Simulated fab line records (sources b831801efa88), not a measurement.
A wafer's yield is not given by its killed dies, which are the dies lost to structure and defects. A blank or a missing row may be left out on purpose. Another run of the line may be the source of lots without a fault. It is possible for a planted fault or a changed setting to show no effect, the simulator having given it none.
8D (eight disciplines) problem report, filled in by code | flow sky130 | the parts of the form that need people (team, actions taken, sign-off) are left out

## 1. PROBLEM STATEMENT
Across 2 wafers from 2 lots, CONTACT_W_RS at SKY_CONTACT_RS_MEAS_25 averages 0.237 ohm/sq, while fault-free wafers read 0.339 ohm/sq with a standard deviation of 0.0033. That puts it -31 standard deviations away from the usual mean.
The step: measures by four-point-probe.
The first sign was on wafer L915.5 at day 34 09:10, on filmMetro-01. The record has a number at this step for 29 wafers belonging to 10 lots. The rule behind "out" and "out of limits": a value lying over 4 standard deviations away from the usual mean. All remaining wafers that have a number are taken as sound.

## 2. WHAT IT IS AND WHAT IT IS NOT
question                    | is                         | is not
which readings at this step | CONTACT_W_RS               | -
which lots                  | L915, L916                 | L906, L907, L909, L911, L913, L925, L926, L928
which wafers of those lots  | L915.5, L916.5             | L915.1, L916.1, L916.3
read on which gauges        | filmMetro-01, filmMetro-04 | filmMetro-02
when                        | from day 34 09:10          | up to then (16 sound wafers); but 11 sound wafers of L916, L925, L926, L928 came after

## 3. WHAT RULES OUT EACH SUSPECT
Counting: if a tool at a process step up to the reading ran every lot that is out, it stays a suspect. Sound lots after the first of them don't rule it out here, since some wafers of a struck lot are sound.
- ruled out: the gauge at SKY_CONTACT_RS_MEAS_25. The wafers that are out were read on 2 gauges (filmMetro-01, filmMetro-04).
- cvdW-02 at SKY_CONTACT_CVD_24 (deposits W, target thk 340 nm, time 102.12 s): kept. It ran every lot that is out, first L915 (day 34 09:03); its last sound lot up to then is L913 (day 34 02:53).
Left after counting: cvdW-02 at SKY_CONTACT_CVD_24.

## 4. THE CAUSE (what the simulator had put in)
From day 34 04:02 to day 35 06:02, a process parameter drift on cvdW-02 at SKY_CONTACT_CVD_24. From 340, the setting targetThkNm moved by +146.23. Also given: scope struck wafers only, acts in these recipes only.
Only this tool survived the counting.

## 5. THE CHAIN OF EFFECTS, in route order
One row per reading whose mean, taken over the struck wafers that have a number, lies over 3 standard deviations from the usual. Only readings whose record carries a usual standard deviation are examined. hours: median over the lots of the time between each lot's start at the first step of this table that gives one and its start at this step. sigmas: the change, counted in usual standard deviations.
hours | step                    | reading         | usual        | on struck wafers | change | sigmas
0     | SKY_CONTACT_RS_MEAS_25  | CONTACT_W_RS    | 0.339 ohm/sq | 0.237            | -0.102 | -31
5     | SKY_CONTACT_THK_MEAS_26 | CONTACT_W_THK   | 345 nm       | 505              | +160   | +42
8     | SKY_CONTACT_CMP_27      | timeToEndpointS | 81.5 s       | 112.6            | +31.1  | +11
It contains these process steps:
- SKY_CONTACT_CMP_27: polishes, stops on SiO2, t overpolish 15 s, target thk 0 nm.
At these later measuring or inspecting steps, every struck wafer for which the step has a row has a number for every such reading, and none has moved that far: SKY_METAL1_RS_MEAS_05.

## 6. WHAT WOULD HAVE CAUGHT IT SOONER
Counted from the fault's start at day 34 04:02, it took 5 hours until the first out-of-limits reading at a measuring or inspecting step in this record, taken at day 34 09:10.
An alarm limit of 4 standard deviations would not have fired on the tool readings at SKY_CONTACT_CVD_24 for which the record gives a usual standard deviation, since none of them was out on any struck wafer.
Among the 2 lots that are out, L916 began SKY_CONTACT_CVD_24 on cvdW-02 after day 34 09:10. It would have been spared by a hold on the tool at that moment.
